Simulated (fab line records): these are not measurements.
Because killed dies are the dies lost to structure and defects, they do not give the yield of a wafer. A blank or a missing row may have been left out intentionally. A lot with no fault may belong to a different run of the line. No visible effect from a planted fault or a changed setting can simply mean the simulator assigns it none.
Which tool did it? :: flow sky130 :: 12 lots, 36 wafers sampled, at 1 step of a route of 708

## WHAT THE GAUGES SHOWED, per wafer
SKY_FIELD_ISO_BOW_MEAS_00.
lot: L075
measured: day 1 15:04
on: filmMetro-01
INCOMING_BOW (um): 0 -4 -2

lot: L077
measured: day 2 01:00
on: filmMetro-03
INCOMING_BOW (um): 2 5 5

lot: L079
measured: day 2 11:00
on: filmMetro-04
INCOMING_BOW (um): -8 0 -4

lot: L081
measured: day 2 21:00
on: filmMetro-01
INCOMING_BOW (um): 1 -13 10

lot: L083
measured: day 3 07:00
on: filmMetro-04
INCOMING_BOW (um): -1 1 14

lot: L085
measured: day 3 17:00
on: filmMetro-04
INCOMING_BOW (um): -1 -8 2

lot: L087
measured: day 4 03:04
on: filmMetro-01
INCOMING_BOW (um): -3 -6 10

lot: L089
measured: day 4 13:01
on: filmMetro-04
INCOMING_BOW (um): -9 -4 1

lot: L091
measured: day 4 23:01
on: filmMetro-03
INCOMING_BOW (um): 4 8 -2

lot: L093
measured: day 5 09:01
on: filmMetro-01
INCOMING_BOW (um): 5 -4 1

lot: L095
measured: day 5 19:01
on: filmMetro-03
INCOMING_BOW (um): 9 -2 9

lot: L097
measured: day 6 05:00
on: filmMetro-01
INCOMING_BOW (um): 3 2 -3

## TOOL THAT RAN EACH LOT (tool first, then ch and the chambers of the sampled wafers, then the start)
The record holds no process step before these readings.

## THE ANSWER, worked out from the rows above alone
Rule: what is usual is taken from the lots themselves. The widest of any qualifying gaps counts: lots, ordered by their means at a reading, are off when they make up no more than a third of the lots, leave a main group of 4 or more, and stand apart from it by 3 or more times the standard deviation of that group's means. Not used: any main group whose means are identical at the precision the tables above print for the reading. A lot without any number at a reading at which 4 lots or more have one is off too. All remaining lots with rows at the step are treated as sound.
Nothing can be told from this: no lot is off at any reading shown.

## WHAT THE SIMULATOR PUT IN
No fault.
